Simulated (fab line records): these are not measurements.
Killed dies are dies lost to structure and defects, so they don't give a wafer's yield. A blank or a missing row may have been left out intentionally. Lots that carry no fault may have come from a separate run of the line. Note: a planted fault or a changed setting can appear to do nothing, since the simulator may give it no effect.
Tool commonality check    flow sky130    11 lots and 33 wafers in the sample

== WHY IT WAS OPENED ==
1 of 11 lots carry a flag on the reading VT_ADJUST_HVTR_TW at SKY_VT_ADJUST_HVTR_TW_MEAS_11. Fault-free wafers read 212.7, with a standard deviation of 1.1.
Rule: flag the lot when none of its wafers has a number, or when each of its wafers that has one lies beyond 4 standard deviations from that mean. All remaining lots are regarded as sound.

lot   measured      on             VT_ADJUST_HVTR_TW, wafer by wafer  flag
L747  day 9 19:08   film metro-02  212.4 211.0 212.5                  
L750  day 11 01:52  film metro-02  30.3 30.2 30.4                     FLAGGED
L755  day 12 06:39  film metro-04  211.9 212.3 212.3                  
L758  day 13 11:10  film metro-01  214.6 213.3 214.1                  
L760  day 13 13:37  film metro-02  211.5 211.5 211.6                  
L763  day 14 15:10  film metro-04  210.6 211.5 210.7                  
L764  day 15 09:54  film metro-02  213.1 213.0 212.8                  
L765  day 15 15:56  film metro-01  212.4 211.8 213.9                  
L767  day 16 16:00  film metro-01  212.7 213.0 213.3                  
L768  day 16 18:27  film metro-01  213.1 212.2 211.7                  
L769  day 17 01:15  film metro-01  215.9 214.6 215.1                  
Averaged over the flagged lots the numbers come to 30.3, -182.4 from the usual (-99 or more standard deviations).

== WHICH TOOL EACH LOT WENT THROUGH ==
The record keeps 1 process step preceding the reading, out of 708 steps on the route. Read each cell as the tool, then ch plus the chambers that the sampled wafers visited, then the start.
lot   flag     SKY_VT_ADJUST_HVTR_EXPOSE_04
L747           iline stepper-01 ch 0, day 9 09:08
L750  FLAGGED  iline stepper-01 ch 0, day 10 13:33
L755           iline stepper-02 ch 0, day 11 18:16
L758           iline stepper-01 ch 0, day 12 21:52
L760           iline stepper-01 ch 0, day 13 00:10
L763           iline stepper-01 ch 0, day 14 01:25
L764           iline stepper-01 ch 0, day 14 19:50
L765           iline stepper-01 ch 0, day 15 01:30
L767           iline stepper-02 ch 0, day 16 01:47
L768           iline stepper-01 ch 0, day 16 04:45
L769           iline stepper-02 ch 0, day 16 10:31
These steps, and what they do:
- SKY_VT_ADJUST_HVTR_EXPOSE_04: exposes mask HVTRM, target cd 380 nm.
- SKY_VT_ADJUST_HVTR_TW_MEAS_11

== FLAGGED AGAINST TOTAL, ONE TOOL AT A TIME (gauges that did the reading follow at the end) ==
step                           tool              lots run  flagged  share of the flagged lots  sound lots run after its first flagged lot
SKY_VT_ADJUST_HVTR_EXPOSE_04   iline stepper-01  8         1        all                        6 (L758,L760,L763,L764,L765,L768)
SKY_VT_ADJUST_HVTR_EXPOSE_04   iline stepper-02  3         0        none                       -
SKY_VT_ADJUST_HVTR_TW_MEAS_11  film metro-01     5         0        none                       -
SKY_VT_ADJUST_HVTR_TW_MEAS_11  film metro-02     4         1        all                        2 (L760,L764)
SKY_VT_ADJUST_HVTR_TW_MEAS_11  film metro-04     2         0        none                       -

== WHAT THE TABLE PERMITS ==
2 rows of the table ran every flagged lot: iline stepper-01 at SKY_VT_ADJUST_HVTR_EXPOSE_04, film metro-02 at SKY_VT_ADJUST_HVTR_TW_MEAS_11.
- iline stepper-01 at SKY_VT_ADJUST_HVTR_EXPOSE_04: 1 of its 8 lots flagged. Lots that were sound ran on it after the first flagged one (L758, L760, L763, L764, L765, L768); a persistent fault on the entire tool would not allow that.
- film metro-02 at SKY_VT_ADJUST_HVTR_TW_MEAS_11: 1 of its 4 lots flagged. Lots that were sound ran on it after the first flagged one (L760, L764); a persistent fault on the entire tool would not allow that.
Every row of the table either missed a flagged lot or ran a sound lot after the first.

== WHAT HAD BEEN PUT IN BY THE SIMULATOR ==
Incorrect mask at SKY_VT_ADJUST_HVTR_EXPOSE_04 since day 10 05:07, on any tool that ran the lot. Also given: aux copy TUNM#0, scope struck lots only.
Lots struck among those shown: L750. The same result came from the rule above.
